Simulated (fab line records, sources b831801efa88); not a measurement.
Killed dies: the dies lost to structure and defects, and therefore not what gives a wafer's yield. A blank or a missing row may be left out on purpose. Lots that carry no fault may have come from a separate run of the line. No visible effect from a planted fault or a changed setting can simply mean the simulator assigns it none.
The tool behind it: which one? / flow sky130 / at 1 step of a route of 708, 6 lots with 18 wafers sampled

WHAT THE GAUGES SHOWED, per wafer
SKY_VT_ADJUST_HVTP_OVL_MEAS_08.
lot=L108; measured=day 6 18:11; on=overlay-01; VT_ADJUST_HVTP_OVL (nm)=-0.9 0.4 -1.8
lot=L111; measured=day 7 18:36; on=overlay-01; VT_ADJUST_HVTP_OVL (nm)=1.5 -0.3 0.0
lot=L117; measured=day 8 22:29; on=overlay-01; VT_ADJUST_HVTP_OVL (nm)=0.5 1.3 1.4
lot=L121; measured=day 9 17:14; on=overlay-01; VT_ADJUST_HVTP_OVL (nm)=0.7 -1.5 0.2
lot=L126; measured=day 11 07:27; on=overlay-01; VT_ADJUST_HVTP_OVL (nm)=1.7 0.9 -1.8
lot=L128; measured=day 11 17:35; on=overlay-02; VT_ADJUST_HVTP_OVL (nm)=0.7 1.2 0.3

WHICH TOOL RAN EACH LOT (tool, then ch and the chambers of the sampled wafers, then the start)
Record: no process step prior to these readings.

THE ANSWER, worked out from the rows above alone
Rule: the lots themselves supply what counts as usual. Put in order of their means at a reading, lots are off if they are a third of the lots or fewer, leave a main group of 4 or more, and stand apart from it by a gap of 3 or more times the standard deviation of the main group's means; of several such gaps the widest counts. If all means in a main group match to the digits the tables above print for the reading, that group is not used. Also off: a lot with no number at a reading for which 4 or more lots have one. Any other lot the step has rows for is counted as sound.
None of the lots is off at any reading shown; this tells nothing.

WHAT THE SIMULATOR PUT IN
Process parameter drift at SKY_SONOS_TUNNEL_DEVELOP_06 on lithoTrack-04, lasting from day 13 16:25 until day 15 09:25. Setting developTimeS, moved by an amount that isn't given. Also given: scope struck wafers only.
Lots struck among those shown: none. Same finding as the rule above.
